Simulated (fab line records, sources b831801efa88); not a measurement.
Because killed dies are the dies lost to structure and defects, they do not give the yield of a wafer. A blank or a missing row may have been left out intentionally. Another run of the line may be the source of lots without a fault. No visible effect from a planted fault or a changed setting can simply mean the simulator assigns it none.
Chamber matching    flow gf180mcu    4 sister chambers for GF_V3_CMP_26 on cmp-01
The step polishes, stops on SiO2, t overpolish 15 s, target thk 0 nm. 14 wafers are shown with their chamber, then 7 later ones without.

== WAFERS PAIRED WITH THEIR CHAMBERS ==
wafer   chamber  motorCurrentA (A)  slurryFlowMlMin
L539.1  1        8.5                150.7
L539.2  0        11.5               149.8
L539.3  2        10.5               150.7
L540.1  1        8.7                150.3
L540.4  2        9.6                151.0
L540.6  1        8.3                151.2
L542.3  2        9.8                151.6
L542.4  3        10.9               150.1
L542.5  2        10.4               150.6
L545.2  2        9.7                149.3
L545.5  3        10.9               149.3
L545.6  0        11.7               149.5
L547.2  0        11.5               150.1
L547.4  3        11.4               149.0

SIGNATURES, as means of the wafers listed above
reading          chamber 0  chamber 1  chamber 2  chamber 3  scatter within a chamber
motorCurrentA    11.567     8.500      10.000     11.067     0.312
slurryFlowMlMin  149.800    150.733    150.640    149.467    0.639
Rule: for a wafer and a chamber, the distance is found by dividing, reading by reading, the gap between the wafer's reading and the chamber's mean by the reading's scatter, squaring, summing and taking the root. If the next closest chamber is less than 2 further off than the closest, the wafer can't be placed; otherwise it belongs to the closest. The scatter: the root of (the sum of the squares of (reading less its chamber's mean) over the shown wafers, divided by (wafers less chambers)).

== WAFERS WHOSE CHAMBER IS MISSING ==
wafer   motorCurrentA (A)  slurryFlowMlMin
L547.6  11.1               149.2
L555.4  9.0                149.6
L555.5  11.4               149.4
L555.6  11.1               149.5
L558.2  9.4                150.9
L558.3  11.3               149.7
L558.4  8.7                149.5

== WHICH CHAMBER EACH ONE RAN IN ==
wafer   from the rows above      in truth
L547.6  can't be placed: 3 or 0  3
L555.4  can't be placed: 1 or 2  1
L555.5  can't be placed: 0 or 3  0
L555.6  can't be placed: 3 or 0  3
L558.2  can't be placed: 2 or 1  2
L558.3  can't be placed: 3 or 0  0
L558.4  1                        1
Placed correctly: 1 of 7. Not placeable from these rows: 6 (in 6, the candidates include the true chamber). Number placed wrongly: 0.
